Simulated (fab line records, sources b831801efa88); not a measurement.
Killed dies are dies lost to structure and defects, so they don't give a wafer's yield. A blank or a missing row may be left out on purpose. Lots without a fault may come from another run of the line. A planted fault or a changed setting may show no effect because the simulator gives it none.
Which tool did it? | flow sky130 | 12 lots, 36 wafers sampled, at 6 steps of a route of 708

WHAT THE GAUGES READ, wafer by wafer
SKY_LDD_LDN_OVL_MEAS_07.
lot  | measured     | on         | LDD_LDN_OVL (nm)
L970 | day 23 19:28 | overlay-02 | 0.8 -1.1 0.8
L972 | day 24 01:38 | overlay-02 | -3.1 -2.7 -3.4
L973 | day 24 17:14 | overlay-01 | -2.6 -2.7 -1.9
L975 | day 25 05:31 | overlay-01 | -1.4 0.1 1.3
L976 | day 25 10:56 | overlay-02 | -0.5 1.3 0.0
L977 | day 25 16:53 | overlay-02 | -0.3 -0.3 -1.0
L985 | day 28 12:08 | overlay-01 | -1.9 -2.0 -3.0
L988 | day 29 03:26 | overlay-01 | -0.5 1.3 1.3
L989 | day 29 15:22 | overlay-01 | -1.8 -1.2 -1.5
L991 | day 30 04:49 | overlay-02 | -0.3 0.4 0.8
L992 | day 30 16:42 | overlay-02 | -1.5 -0.1 -0.7
L993 | day 30 22:43 | overlay-01 | -0.7 -0.1 1.0

SKY_SD_P_OVL_MEAS_08.
lot  | measured     | on         | SD_P_OVL (nm)
L970 | day 26 09:53 | overlay-01 | 1.7 2.2 -1.0
L972 | day 26 16:50 | overlay-02 | -2.6 -4.0 -4.6
L973 | day 27 06:22 | overlay-02 | 0.3 -1.4 -0.3
L975 | day 27 16:39 | overlay-01 | -3.7 -1.9 -2.3
L976 | day 28 00:15 | overlay-02 | -1.6 -1.4 0.2
L977 | day 28 05:13 | overlay-02 | -1.3 -2.2 -1.6
L985 | day 30 21:46 | overlay-02 | -0.6 -1.5 -0.3
L988 | day 31 13:08 | overlay-01 | 0.3 -1.4 -1.2
L989 | day 32 01:32 | overlay-01 | 3.8 1.4 1.1
L991 | day 32 16:19 | overlay-02 | -1.1 0.0 0.3
L992 | day 33 01:36 | overlay-02 | 2.6 2.1 0.1
L993 | day 33 07:53 | overlay-02 | -1.6 0.3 1.0

SKY_SD_N_TW_MEAS_12.
lot  | measured     | on            | SD_N_TW
L970 | day 28 19:17 | film_metro-03 | 3991 3966 3989
L972 | day 29 02:32 | film_metro-02 | 3970 3949 3955
L973 | day 29 16:03 | film_metro-03 | 4002 3978 3998
L975 | day 30 01:57 | film_metro-02 | 3937 3955 3950
L976 | day 30 09:02 | film_metro-02 | 3942 3979 3963
L977 | day 30 13:19 | film_metro-03 | 3987 3996 3967
L985 | day 33 05:35 | film_metro-03 | 3981 4009 4020
L988 | day 33 19:43 | film_metro-03 | 3982 4000 3988
L989 | day 34 08:17 | film_metro-03 | 4010 4018 4028
L991 | day 34 21:44 | film_metro-01 | 4006 3997 3989
L992 | day 35 07:40 | film_metro-01 | 4003 4004 3991
L993 | day 35 14:34 | film_metro-02 | 3910 3915 3908

SKY_SD_N_RS_MEAS_16: measures by four-point-probe.
lot  | measured     | on            | SD_N_RS (ohm/sq)
L970 | day 28 19:34 | film_metro-01 | 68.68 68.59 68.61
L972 | day 29 02:49 | film_metro-01 | 68.65 68.61 68.66
L973 | day 29 16:20 | film_metro-01 | 68.54 68.50 68.57
L975 | day 30 02:16 | film_metro-03 | 71.63 71.63 71.67 71.82 71.59 71.65
L976 | day 30 09:19 | film_metro-01 | 68.51 68.58 68.54
L977 | day 30 13:37 | film_metro-02 | 71.66 71.55 71.69 71.78 71.66 71.67
L985 | day 33 05:52 | film_metro-01 | 68.62 68.58 68.63
L988 | day 33 20:00 | film_metro-01 | 68.40 68.54 68.62
L989 | day 34 08:35 | film_metro-02 | 68.55 68.65 68.52
L991 | day 34 22:01 | film_metro-02 | 68.62 68.65 68.61
L992 | day 35 07:59 | film_metro-01 | 68.63 68.52 68.54
L993 | day 35 14:51 | film_metro-03 | 68.59 68.60 68.54

SKY_SD_N_RS_MEAS_17: measures by four-point-probe.
lot  | measured     | on            | SD_P_RS (ohm/sq)
L970 | day 28 19:41 | film_metro-01 | 147.5 146.9 146.9
L972 | day 29 02:56 | film_metro-01 | 146.7 147.1 146.8
L973 | day 29 16:28 | film_metro-01 | 147.4 147.1 147.6
L975 | day 30 10:44 | film_metro-03 | 165.0 165.0 165.1 165.1 164.9 165.0
L976 | day 30 09:26 | film_metro-01 | 146.8 147.0 146.7
L977 | day 30 18:51 | film_metro-02 | 165.2 165.3 165.4 165.4 165.4 165.8
L985 | day 33 05:59 | film_metro-01 | 147.5 147.3 147.4
L988 | day 33 20:07 | film_metro-01 | 146.9 147.1 147.2
L989 | day 34 08:42 | film_metro-02 | 147.2 147.0 147.0
L991 | day 34 22:08 | film_metro-02 | 147.3 147.4 147.3
L992 | day 35 08:06 | film_metro-01 | 146.3 146.3 146.4
L993 | day 35 14:58 | film_metro-03 | 147.2 147.2 147.1

WHICH TOOL RAN EACH LOT (tool, then ch and the chambers of the sampled wafers, then the start)
lot  | SKY_SD_N_RTA_14
L970 | rtp_anneal-01 ch 0, day 28 19:23
L972 | rtp_anneal-02 ch 0, day 29 02:38
L973 | rtp_anneal-02 ch 0, day 29 16:10
L975 | rtp_anneal-02 ch 0, day 30 02:04
L976 | rtp_anneal-01 ch 0, day 30 09:08
L977 | rtp_anneal-02 ch 0, day 30 13:26
L985 | rtp_anneal-02 ch 0, day 33 05:41
L988 | rtp_anneal-01 ch 0, day 33 19:50
L989 | rtp_anneal-02 ch 0, day 34 08:23
L991 | rtp_anneal-02 ch 0, day 34 21:50
L992 | rtp_anneal-01 ch 0, day 35 07:46
L993 | rtp_anneal-02 ch 0, day 35 14:41
- SKY_SD_N_RTA_14: time 2 s.

WHAT THE TOOLS THEMSELVES READ (means of the sampled wafers that have a number; where no wafer has one, the mark that the record gives instead)
SKY_SD_N_RTA_14.
lot  | tool          | lamp_power_pct (%) | ramp_down_c_per_s | wafer_temp_C_max
L970 | rtp_anneal-01 | 15.78              | 89.995            | 1077.5
L972 | rtp_anneal-02 | 15.81              | 90.012            | 1078.4
L973 | rtp_anneal-02 | 15.74              | 90.001            | 1077.1
L975 | rtp_anneal-02 | 15.07              | 89.984            | 1078.6
L976 | rtp_anneal-01 | 15.74              | 90.003            | 1077.8
L977 | rtp_anneal-02 | 15.07              | 89.996            | 1078.1
L985 | rtp_anneal-02 | 15.76              | 89.989            | 1077.4
L988 | rtp_anneal-01 | 15.75              | 89.991            | 1078.7
L989 | rtp_anneal-02 | 15.73              | 90.004            | 1078.1
L991 | rtp_anneal-02 | 15.70              | 90.013            | 1077.3
L992 | rtp_anneal-01 | 15.74              | 89.995            | 1077.8
L993 | rtp_anneal-02 | 15.75              | 90.020            | 1078.8

THE ANSWER, worked out from the rows above alone
Rule: what is usual is taken from the lots themselves. Put in order of their means at a reading, lots are off if they are a third of the lots or fewer, leave a main group of 4 or more, and stand apart from it by a gap of 3 or more times the standard deviation of the main group's means; of several such gaps the widest counts. A main group whose means are all the same, to the digits that the tables above print for the reading, isn't used. A lot without any number at a reading at which 4 lots or more have one is off too. The other lots that the step has rows for count as sound. The gauges are gone through in route order, then the tools' own readings, and for those a lot's mean is taken as printed above. The first step at which some lot is off is used, and at that step the reading that is off furthest; a lot without a number counts as furthest.
Off: L975, L977, at SKY_SD_N_RS_MEAS_16 (SD_N_RS). The main group: mean 68.58 ohm/sq, standard deviation 0.04.
A tool fits if, at a process step before that reading, it ran every lot that is off, and no sound lot after the first of them. The gauges at SKY_SD_N_RS_MEAS_16 aren't tried: what is off there is off at SKY_SD_N_RTA_14 too, on other tools, and a gauge's error can't cause that. None of those tried fits.

WHAT THE SIMULATOR HAD PUT IN
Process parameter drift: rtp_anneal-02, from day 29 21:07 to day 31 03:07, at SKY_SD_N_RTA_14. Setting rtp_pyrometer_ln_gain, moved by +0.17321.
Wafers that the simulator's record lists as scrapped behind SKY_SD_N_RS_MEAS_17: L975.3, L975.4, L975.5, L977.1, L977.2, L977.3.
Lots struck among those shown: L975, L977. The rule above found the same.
